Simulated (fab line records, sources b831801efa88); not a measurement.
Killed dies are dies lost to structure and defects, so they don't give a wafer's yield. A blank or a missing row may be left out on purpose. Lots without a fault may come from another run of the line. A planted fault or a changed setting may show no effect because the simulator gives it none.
Chamber matching | flow sky130 | SKY_CONTACT_CMP_27 on cmp-02: 4 sister chambers
The step polishes, stops on SiO2, t overpolish 15 s, target thk 0 nm. 14 wafers are shown with their chamber, then 7 later ones without.

WAFERS WITH THEIR CHAMBER
wafer  | chamber | motor_current_A (A) | time_to_endpoint_s (s) | head_pressure_psi (psi)
L842.4 | 1       | 10.3                | 91                     | 3.499
L842.5 | 2       | 9.7                 | 89                     | 3.480
L842.6 | 3       | 10.5                | 87                     | 3.508
L844.3 | 1       | 10.7                | 91                     | 3.496
L844.4 | 3       | 10.3                | 83                     | 3.496
L844.5 | 1       | 10.7                | 87                     | 3.494
L845.1 | 3       | 10.2                | 82                     | 3.498
L845.4 | 1       | 11.2                | 87                     | 3.508
L845.5 | 2       | 9.9                 | 83                     | 3.495
L851.1 | 3       | 10.3                | 86                     | 3.501
L851.2 | 2       | 10.1                | 90                     | 3.498
L851.4 | 0       | 11.6                | 82                     | 3.492
L856.1 | 3       | 9.9                 | 83                     | 3.499
L856.4 | 1       | 10.0                | 84                     | 3.506

SIGNATURES (means of the wafers above)
reading            | chamber 0 | chamber 1 | chamber 2 | chamber 3 | scatter within a chamber
motor_current_A    | 11.600    | 10.580    | 9.900     | 10.240    | 0.332
time_to_endpoint_s | 82.00     | 88.00     | 87.33     | 84.20     | 2.89
head_pressure_psi  | 3.49200   | 3.50060   | 3.49100   | 3.50040   | 0.0065
Rule: a wafer's distance from a chamber is the root of the sum, over the readings, of the square of ((its reading less the chamber's mean) divided by the reading's scatter). The wafer belongs to the nearest chamber; if the next one is less than 2 further off, it can't be placed. The scatter: the root of (the sum of the squares of (reading less its chamber's mean) over the shown wafers, divided by (wafers less chambers)).

WAFERS WITHOUT THEIR CHAMBER
wafer  | motor_current_A (A) | time_to_endpoint_s (s) | head_pressure_psi (psi)
L856.6 | 9.1                 | 85                     | 3.500
L859.1 | 9.1                 | 85                     | 3.502
L859.3 | 11.3                | 78                     | 3.507
L859.6 | 9.4                 | 85                     | 3.498
L861.2 | 10.9                | 86                     | 3.506
L861.3 | 9.1                 | 85                     | 3.492
L861.5 | 10.7                | 87                     | 3.497

WHICH CHAMBER EACH WENT THROUGH
wafer  | from the rows above          | in truth
L856.6 | can't be placed: 2 or 3 or 1 | 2
L859.1 | can't be placed: 2 or 3 or 1 | 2
L859.3 | can't be placed: 0 or 3 or 1 | 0
L859.6 | can't be placed: 2 or 3 or 1 | 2
L861.2 | can't be placed: 1 or 3 or 0 | 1
L861.3 | can't be placed: 2 or 3      | 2
L861.5 | can't be placed: 1 or 3 or 2 | 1
Placed correctly: 0 of 7. Can't be placed from these rows: 7 (the true chamber is among the candidates in 7). Placed wrongly: 0.
